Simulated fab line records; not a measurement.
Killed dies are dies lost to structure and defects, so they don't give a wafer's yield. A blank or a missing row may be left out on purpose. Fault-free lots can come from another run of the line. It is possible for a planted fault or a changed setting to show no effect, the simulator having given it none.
Matching of chambers / flow sky130 / rieDiel-01 running SKY_VIA1_ETCH_14: 4 sister chambers
The step etches BARC in N2/H2, stops on SiO2, time 45.9 s, target depth 60 nm. 8 wafers are shown with their chamber, then 9 later ones without.

WAFERS WITH THEIR CHAMBER
wafer=L077.4; chamber=3; drypumpMotorCurrentA (A)=5.9; rfFwdPowerW (W)=493.8
wafer=L078.6; chamber=3; drypumpMotorCurrentA (A)=5.8; rfFwdPowerW (W)=493.1
wafer=L083.6; chamber=0; drypumpMotorCurrentA (A)=5.8; rfFwdPowerW (W)=493.8
wafer=L084.1; chamber=0; drypumpMotorCurrentA (A)=5.8; rfFwdPowerW (W)=495.0
wafer=L084.3; chamber=2; drypumpMotorCurrentA (A)=5.2; rfFwdPowerW (W)=492.3
wafer=L086.1; chamber=2; drypumpMotorCurrentA (A)=5.2; rfFwdPowerW (W)=495.5
wafer=L086.3; chamber=1; drypumpMotorCurrentA (A)=5.5; rfFwdPowerW (W)=494.6
wafer=L086.6; chamber=1; drypumpMotorCurrentA (A)=5.5; rfFwdPowerW (W)=495.9

WAFERS WITH NO CHAMBER GIVEN
wafer=L089.2; drypumpMotorCurrentA (A)=5.5; rfFwdPowerW (W)=492.8
wafer=L089.4; drypumpMotorCurrentA (A)=5.5; rfFwdPowerW (W)=491.5
wafer=L089.6; drypumpMotorCurrentA (A)=5.8; rfFwdPowerW (W)=492.8
wafer=L092.1; drypumpMotorCurrentA (A)=5.8; rfFwdPowerW (W)=494.6
wafer=L092.3; drypumpMotorCurrentA (A)=5.9; rfFwdPowerW (W)=490.5
wafer=L092.6; drypumpMotorCurrentA (A)=5.1; rfFwdPowerW (W)=492.1
wafer=L094.3; drypumpMotorCurrentA (A)=5.1; rfFwdPowerW (W)=493.5
wafer=L094.4; drypumpMotorCurrentA (A)=5.9; rfFwdPowerW (W)=493.1
wafer=L094.6; drypumpMotorCurrentA (A)=5.9; rfFwdPowerW (W)=495.4

WHICH CHAMBER EACH ONE RAN IN
wafer=L089.2; from the rows above=1; in truth=1
wafer=L089.4; from the rows above=1; in truth=1
wafer=L089.6; from the rows above=can't be placed: 0 or 3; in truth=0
wafer=L092.1; from the rows above=can't be placed: 0 or 3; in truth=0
wafer=L092.3; from the rows above=can't be placed: 3 or 0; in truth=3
wafer=L092.6; from the rows above=2; in truth=2
wafer=L094.3; from the rows above=2; in truth=2
wafer=L094.4; from the rows above=can't be placed: 3 or 0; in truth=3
wafer=L094.6; from the rows above=can't be placed: 3 or 0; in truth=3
4 of 9 placed correctly. Not placeable from these rows: 5 (in 5, the candidates include the true chamber). Placed wrongly: 0.
How it was worked out, from the rows above alone: a wafer's distance from a chamber is the root of the sum, over the readings, of the square of ((its reading less the chamber's mean) divided by the reading's scatter). The wafer belongs to the nearest chamber; if the next one is less than 2 further off, it can't be placed. Each chamber's mean is taken over the wafers shown for it. The scatter: take each reading less its chamber's mean, square it, sum over the shown wafers, divide by the number of wafers less the number of chambers, and take the root.
